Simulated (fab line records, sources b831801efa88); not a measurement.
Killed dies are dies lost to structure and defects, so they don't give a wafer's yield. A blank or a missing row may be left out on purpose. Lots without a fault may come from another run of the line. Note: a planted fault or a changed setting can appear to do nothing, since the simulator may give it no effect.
A struck lot beside a sound one	flow gf180mcu	26 steps out of a route of 602
Sound: the wafers L277.3, L277.4, L277.5. Wafers L280.1, L280.4, L280.6 were the ones struck. Last of all comes the cause.
Per side, at each step with rows, come the tool, then ch with its chambers, and then its first start. Under that, the readings that differ: sound wafers	struck wafers	difference of the means	sigmas: that difference in standard deviations of wafers without a fault.
alike: same words and numbers on both sides, and readings whose means sit less than 2 such deviations apart. not compared: any withheld reading, any reading some wafer has no value for, any bound like >300 that may hide the same value, and any number with overlapping values for which the record gives no deviation.
A row with sigmas, a row that says differs or no value, or rows on one side alone: a step with any of these is where the two part. Non-overlapping numbers with no deviation appear without sigmas and do not part them. A reading that every wafer of one side lacks parts them only if that side has two wafers or more.

GF_HV_LDD_ETCHBACK_58: etches Si3N4 in CH3F/O2, stops on SiO2, time 100 s, target depth 90 nm.
  sound on rie_diel-01 ch 0,1,3, day 13 04:05; struck on rie_diel-01 ch 0,2,3, day 14 07:03
  alike: drypump_motor_current_A, oes_product_au, throttle_valve_pct
  not compared: rf_hours_counter_h
then, 7 steps without rows for these wafers: GF_NSD_DEHYDRATE_00 (time 60 s); GF_NSD_HMDS_01 (prime time 60 s); GF_NSD_COAT_02 (resist thk 1000 nm); GF_NSD_SOFTBAKE_03 (time 60 s); GF_NSD_EXPOSE_04 (exposes mask Nplus, target cd 400 nm); GF_NSD_PEB_05; GF_NSD_DEVELOP_06 (develop time 60 s).
GF_NSD_CD_MEAS_07 targets a cd of 400 nm.
  struck on cd_sem-02, day 15 04:04; sound on cd_sem-01, day 14 00:35
  alike: cd_nm
GF_NSD_OVL_MEAS_08:
  struck on overlay-02, day 15 04:11; sound on overlay-01, day 14 00:41
  alike: NSD_OVL
then, 2 steps without rows for these wafers: GF_NSD_IMPLANT_09; GF_NSD_IMPLANT_10.
GF_NSD_STRIP_11: strips in O2/N2.
  sound on plasma_asher-01 ch 0,1, day 14 01:02; struck on plasma_asher-03 ch 0, day 15 04:31
  no value came back on the struck wafers for any of 6 readings (chamber_pressure_mTorr (mTorr), drypump_motor_current_A (A) and others); on the sound wafers chamber_pressure_mTorr (mTorr) reads 1497.1 1498.6 1497.6
reading	sound	struck	difference	sigmas
model.NOVOLAK_of_NSD_COAT_02.thk_nm (nm)	0 0 0	1005 1004 1003	+1004	
  not compared: rf_hours_counter_h
GF_NSD_TW_MEAS_12:
  struck on film_metro-03, day 15 04:37; sound on film_metro-04, day 14 01:08
  alike: NSD_TW
then, 7 steps without rows for these wafers: GF_PSD_DEHYDRATE_00 (time 60 s); GF_PSD_HMDS_01 (prime time 60 s); GF_PSD_COAT_02 (resist thk 1000 nm); GF_PSD_SOFTBAKE_03 (time 60 s); GF_PSD_EXPOSE_04 (exposes mask Pplus, target cd 400 nm); GF_PSD_PEB_05; GF_PSD_DEVELOP_06 (develop time 60 s).
GF_PSD_CD_MEAS_07 targets a cd of 400 nm.
  struck on cd_sem-01, day 16 02:11; sound on cd_sem-01, day 14 21:24
  alike: cd_nm
GF_PSD_OVL_MEAS_08:
  struck on overlay-01, day 16 02:19; sound on overlay-02, day 14 21:29
  alike: PSD_OVL
after that, 1 step had no rows for these wafers: GF_PSD_IMPLANT_09.
GF_PSD_STRIP_10: strips in O2/N2.
  sound on plasma_asher-02 ch 0,1, day 14 21:42; struck on plasma_asher-03 ch 0,1, day 16 02:30
reading	sound	struck	difference	sigmas
oes_product_au (a.u.)	0.581 0.584 0.586	0.655 0.649 0.659	+0.071	+16
strip_time_to_endpoint_s (s)	16.56 16.59 16.55	31.56 31.53 31.55	+14.98	+99 or more
  alike: chamber_pressure_mTorr, drypump_motor_current_A, heater_power_w, platen_temp_c
  not compared: rf_hours_counter_h
GF_PSD_TW_MEAS_11:
  struck on film_metro-01, day 16 02:50; sound on film_metro-01, day 14 21:47
reading	sound	struck	difference	sigmas
PSD_TW	3174 3175 3180	30 30 30	-3146	-99 or more
  not compared: hold

== WHERE THEY PART ==
At GF_NSD_STRIP_11 first; at GF_PSD_TW_MEAS_11 last (within this record only).

WHY: what the simulator had put in
Entire step skipped (plasma_asher-03, GF_NSD_STRIP_11), from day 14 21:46 onward. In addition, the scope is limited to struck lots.
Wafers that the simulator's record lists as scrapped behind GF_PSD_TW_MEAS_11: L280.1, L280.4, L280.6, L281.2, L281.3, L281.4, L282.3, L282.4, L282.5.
